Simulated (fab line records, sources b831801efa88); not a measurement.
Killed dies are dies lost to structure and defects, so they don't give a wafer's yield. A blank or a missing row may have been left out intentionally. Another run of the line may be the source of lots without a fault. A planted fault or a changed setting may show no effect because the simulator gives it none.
A lot that was struck, set against a sound lot + flow sky130 + 15 steps out of a route of 708
Sound: the wafers L799.1, L799.4, L799.6. Struck: wafer L807.3 (left out: L807.5, a lot-mate that was not struck); the cause follows at the end.
For every step that has rows: the tool of each side, followed by ch and its chambers, followed by its first start. Under that, the readings that differ: sound wafers + struck wafers + difference of the means + sigmas: that difference in standard deviations of wafers without a fault.
alike: a reading whose means differ by less than 2 such deviations, as well as words and numbers matching on both sides. not compared: withheld readings; readings where some wafer has no value; bounds like >300 that might hide an equal value; numbers whose values overlap and for which the record gives no deviation.
A row with sigmas, a row that says differs or no value, or rows on one side alone: a step with any of these is where the two part. Numbers that have no deviation but don't overlap get no sigmas and don't part them. A reading that every wafer of one side lacks parts them only if that side has two wafers or more.

first, 8 steps without rows for these wafers: SKY_POLY_GATE_DEHYDRATE_05 (time 60 s); SKY_POLY_GATE_HMDS_06 (prime time 60 s); SKY_POLY_GATE_COAT_07 (resist thk 110 nm); SKY_POLY_GATE_COAT_08 (resist thk 450 nm); SKY_POLY_GATE_SOFTBAKE_09 (time 90 s); SKY_POLY_GATE_EXPOSE_10 (exposes mask P1M, target cd 150 nm); SKY_POLY_GATE_PEB_11; SKY_POLY_GATE_DEVELOP_12 (develop time 60 s).
SKY_POLY_GATE_CD_MEAS_13: the cd target is 150 nm.
  struck on cdSem-01, day 19 15:46; sound on cdSem-02, day 16 20:08
  alike: cdNm
SKY_POLY_GATE_OVL_MEAS_14:
  struck on overlay-02, day 19 15:51; sound on overlay-01, day 16 20:15
  alike: POLY_GATE_OVL
SKY_POLY_GATE_ETCH_15: etches BARC in N2/H2, stops on SiO2, time 118.5 s, target depth 110 nm.
  sound on rieDiel-01 ch 0,2,3, day 16 20:17; struck on rieDiel-02 ch 0, day 19 15:52
  alike: drypumpMotorCurrentA, oesProductAu, rfFwdPowerW, throttleValvePct
  not compared: rfHoursCounterH
SKY_POLY_GATE_ETCH_16: etches Si3N4 in CH3F/O2, stops on poly-Si, time 147.5 s, target depth 75 nm.
  sound on rieDiel-01 ch 0,2,3, day 16 20:22; struck on rieDiel-02 ch 0, day 19 15:58
  alike: O2_flow_sccm, drypumpMotorCurrentA, oesProductAu, rfFwdPowerW, throttleValvePct
  not compared: rfHoursCounterH
SKY_POLY_GATE_ETCH_17: etches poly-Si in HBr/Cl2, stops on SiO2, target depth 180 nm, time 70.5 s.
  sound on rieSi-01 ch 0,2,3, day 16 20:28; struck on rieSi-02 ch 1, day 19 16:04
| reading                                         | sound                   | struck  | difference | sigmas |
|-------------------------------------------------|-------------------------|---------|------------|--------|
| overEtchFrac                                    | 0.56667 0.56667 0.56667 | 0.15281 | -0.41386   |        |
| model.POLY_GATE.featureDepthNm (nm)             | 172.1 178.4 178.8       | 130.5   | -45.9      |        |
| model.etch.depthNm (nm)                         | 172.1 178.4 178.8       | 130.5   | -45.9      |        |
| model.KrF-thick_of_POLY_GATE_COAT_08.thkNm (nm) | 140.7 137.9 133.5       | 164.3   | +26.9      |        |
  alike: drypumpMotorCurrentA, oesProductAu, rfFwdPowerW, throttleValvePct
  not compared: rfHoursCounterH
SKY_POLY_GATE_STRIP_18: strips in O2/N2.
  sound on plasmaAsher-02 ch 0,1, day 16 20:32; struck on plasmaAsher-01 ch 0, day 19 16:08
| reading                  | sound          | struck | difference | sigmas |
|--------------------------|----------------|--------|------------|--------|
| stripTimeToEndpointS (s) | 3.18 3.14 3.08 | 3.45   | +0.32      | +7     |
  alike: drypumpMotorCurrentA, o2FlowSccm, oesProductAu
  not compared: rfHoursCounterH
then, 1 step without rows for these wafers: SKY_POLY_GATE_CLEAN_19 (cleans in SC1/SC2, time 150 s).

== WHERE THEY PART ==
Only at SKY_POLY_GATE_STRIP_18, as far as this record shows.

WHY: the cause the simulator had injected
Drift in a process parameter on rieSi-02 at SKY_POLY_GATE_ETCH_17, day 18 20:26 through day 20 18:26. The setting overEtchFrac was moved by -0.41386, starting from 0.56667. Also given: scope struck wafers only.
